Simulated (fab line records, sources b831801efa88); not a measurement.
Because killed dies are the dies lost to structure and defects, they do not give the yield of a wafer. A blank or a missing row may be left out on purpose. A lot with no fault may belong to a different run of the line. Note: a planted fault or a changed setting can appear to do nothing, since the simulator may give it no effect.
The tool behind it: which one? | flow sky130 | 12 lots with 36 wafers sampled at 4 steps, on a route of 708 steps

== WHAT THE GAUGES READ, wafer by wafer ==
SKY_PAD_OPEN_BOW_MEAS_13.
lot  | measured     | on            | PAD_OPEN_BOW (um)
L188 | day 45 05:36 | film_metro-03 | 38 43 42
L189 | day 45 17:29 | film_metro-03 | 52 51 55
L191 | day 46 05:13 | film_metro-04 | 40 41 48
L194 | day 47 02:55 | film_metro-03 | 23 37 31
L196 | day 47 13:11 | film_metro-04 | 55 57 50
L198 | day 48 04:02 | film_metro-04 | 37 34 60
L202 | day 49 22:05 | film_metro-04 | 26 24 29
L206 | day 50 02:50 | film_metro-01 | 41 34 36
L207 | day 50 05:46 | film_metro-04 | 41 43 54
L208 | day 50 08:23 | film_metro-04 | 52 38 42
L209 | day 50 19:56 | film_metro-04 | 39 31 31
L210 | day 50 22:14 | film_metro-01 | 52 39 51

== EACH LOT AND THE TOOL THAT RAN IT (in order: tool; ch and the chambers of the sampled wafers; start) ==
lot  | SKY_POLY_CUT_ETCH_11               | SKY_VIA4_ETCH_12                   | SKY_METAL5_METAL_ETCH_15
L188 | rie_diel-01 ch 0,2, day 23 15:59   | rie_diel-01 ch 1,2,3, day 42 05:32 | rie_metal-01 ch 0,1, day 43 05:52
L189 | rie_diel-01 ch 0,2,3, day 24 08:59 | rie_diel-04 ch 2,3, day 42 19:02   | rie_metal-01 ch 0,1, day 43 19:35
L191 | rie_diel-03 ch 0,2,3, day 24 23:02 | rie_diel-04 ch 1,2, day 43 07:43   | rie_metal-02 ch 0, day 44 07:16
L194 | rie_diel-01 ch 2,3, day 26 06:31   | rie_diel-01 ch 2,3, day 44 07:43   | rie_metal-01 ch 0,1, day 45 06:43
L196 | rie_diel-01 ch 0,1,3, day 26 23:44 | rie_diel-04 ch 1,2,3, day 44 22:32 | rie_metal-01 ch 0, day 45 20:44
L198 | rie_diel-03 ch 2,3, day 28 05:13   | rie_diel-03 ch 0,1,3, day 45 18:29 | rie_metal-04 ch 0,1, day 46 15:43
L202 | rie_diel-01 ch 1,2,3, day 30 04:47 | rie_diel-04 ch 1,2, day 47 06:12   | rie_metal-02 ch 0,1, day 48 05:25
L206 | rie_diel-04 ch 1,2,3, day 30 16:14 | rie_diel-04 ch 1,2, day 47 11:35   | rie_metal-02 ch 1, day 48 11:47
L207 | rie_diel-04 ch 0,2,3, day 30 20:49 | rie_diel-03 ch 1,2,3, day 47 16:40 | rie_metal-04 ch 0,1, day 48 15:01
L208 | rie_diel-01 ch 0,2,3, day 30 23:55 | rie_diel-01 ch 0,2,3, day 47 21:28 | rie_metal-02 ch 0,1, day 48 18:25
L209 | rie_diel-01 ch 1,3, day 32 02:23   | rie_diel-04 ch 1,2,3, day 48 13:43 | rie_metal-02 ch 0,1, day 49 08:34
L210 | rie_diel-04 ch 0,1,3, day 32 03:02 | rie_diel-01 ch 1,2,3, day 48 14:38 | rie_metal-02 ch 0,1, day 49 10:17
- SKY_POLY_CUT_ETCH_11: etches Si3N4 in CF4/CH2F2/Ar, stops on poly-Si, time 42.5 s, target depth 60 nm.
- SKY_VIA4_ETCH_12: etches SiO2 in C4F8/O2/Ar, stops on TiN, target depth 580 nm.
- SKY_METAL5_METAL_ETCH_15: etches the open film in Cl2/BCl3, stops on SiO2, target depth 1260 nm, time 252 s.

== WHAT THE TOOLS THEMSELVES READ (means of the sampled wafers that have a number; where no wafer has one, the mark that the record gives instead) ==
SKY_POLY_CUT_ETCH_11.
lot  | tool        | bias_w (W) | cf4_flow_sccm (sccm) | drypump_motor_current_A (A) | oes_product_au (a.u.) | throttle_valve_pct (%)
L188 | rie_diel-01 | 149.9      | 40.14                | 5.7                         | 0.825                 | 14.996
L189 | rie_diel-01 | 150.2      | 40.09                | 6.0                         | 0.829                 | 14.987
L191 | rie_diel-03 | 149.6      | 40.11                | 5.5                         | 0.834                 | 15.003
L194 | rie_diel-01 | 150.3      | 39.98                | 6.3                         | 0.829                 | 14.993
L196 | rie_diel-01 | 149.7      | 39.98                | 6.2                         | 0.835                 | 15.001
L198 | rie_diel-03 | 149.7      | 40.08                | 5.8                         | 0.834                 | 14.987
L202 | rie_diel-01 | 150.2      | 39.93                | 6.3                         | 0.827                 | 15.004
L206 | rie_diel-04 | 150.0      | 39.99                | 5.4                         | 0.834                 | 14.990
L207 | rie_diel-04 | 150.6      | 39.92                | 5.4                         | 0.829                 | 14.998
L208 | rie_diel-01 | 149.9      | 40.06                | 6.0                         | 0.829                 | 14.991
L209 | rie_diel-01 | 149.5      | 39.96                | 6.6                         | 0.832                 | 14.989
L210 | rie_diel-04 | 149.8      | 40.00                | 5.4                         | 0.843                 | 14.991

SKY_VIA4_ETCH_12.
lot  | tool        | bias_w (W) | oes_product_au (a.u.)
L188 | rie_diel-01 | 1198       | 0.927
L189 | rie_diel-04 | 1195       | 0.923
L191 | rie_diel-04 | 1203       | 0.925
L194 | rie_diel-01 | 1200       | 0.925
L196 | rie_diel-04 | 1200       | 0.931
L198 | rie_diel-03 | 1200       | 0.927
L202 | rie_diel-04 | 1202       | 0.925
L206 | rie_diel-04 | 1196       | 0.925
L207 | rie_diel-03 | 1199       | 0.924
L208 | rie_diel-01 | 1200       | 0.925
L209 | rie_diel-04 | 1199       | 0.926
L210 | rie_diel-01 | 1199       | 0.930

SKY_METAL5_METAL_ETCH_15.
lot  | tool         | bias_w (W) | drypump_motor_current_A (A) | oes_product_au (a.u.) | throttle_valve_pct (%)
L188 | rie_metal-01 | 48.43      | 6.2                         | 0.903                 | 22.272
L189 | rie_metal-01 | 48.45      | 6.2                         | 0.909                 | 22.273
L191 | rie_metal-02 | 48.42      | 6.2                         | 0.904                 | 22.269
L194 | rie_metal-01 | 48.47      | 6.2                         | 0.913                 | 22.268
L196 | rie_metal-01 | 48.64      | 6.4                         | 0.907                 | 22.271
L198 | rie_metal-04 | 48.69      | 5.9                         | 0.899                 | 22.261
L202 | rie_metal-02 | 48.43      | 6.0                         | 0.895                 | 22.272
L206 | rie_metal-02 | 48.49      | 5.7                         | 0.904                 | 22.264
L207 | rie_metal-04 | 48.60      | 5.6                         | 0.903                 | 22.261
L208 | rie_metal-02 | 48.53      | 5.9                         | 0.905                 | 22.264
L209 | rie_metal-02 | 48.49      | 5.8                         | 0.894                 | 22.264
L210 | rie_metal-02 | 48.61      | 6.0                         | 0.907                 | 22.263

== THE ANSWER, worked out from the rows above alone ==
Rule: what is usual is taken from the lots themselves. Put in order of their means at a reading, lots are off if they are a third of the lots or fewer, leave a main group of 4 or more, and stand apart from it by a gap of 3 or more times the standard deviation of the main group's means; of several such gaps the widest counts. The tables above print the reading to a certain number of digits; a main group whose means all agree to those digits is not used. A lot without any number at a reading at which 4 lots or more have one is off too. Any other lot the step has rows for is counted as sound. Order of review: gauges by route order, followed by the tools' own readings, for which a lot's mean as printed above is used. The first step at which some lot is off is used, and at that step the reading that is off furthest; a lot without a number counts as furthest.
Nothing can be told from this: no lot is off at any reading shown.

== WHAT THE SIMULATOR HAD PUT IN ==
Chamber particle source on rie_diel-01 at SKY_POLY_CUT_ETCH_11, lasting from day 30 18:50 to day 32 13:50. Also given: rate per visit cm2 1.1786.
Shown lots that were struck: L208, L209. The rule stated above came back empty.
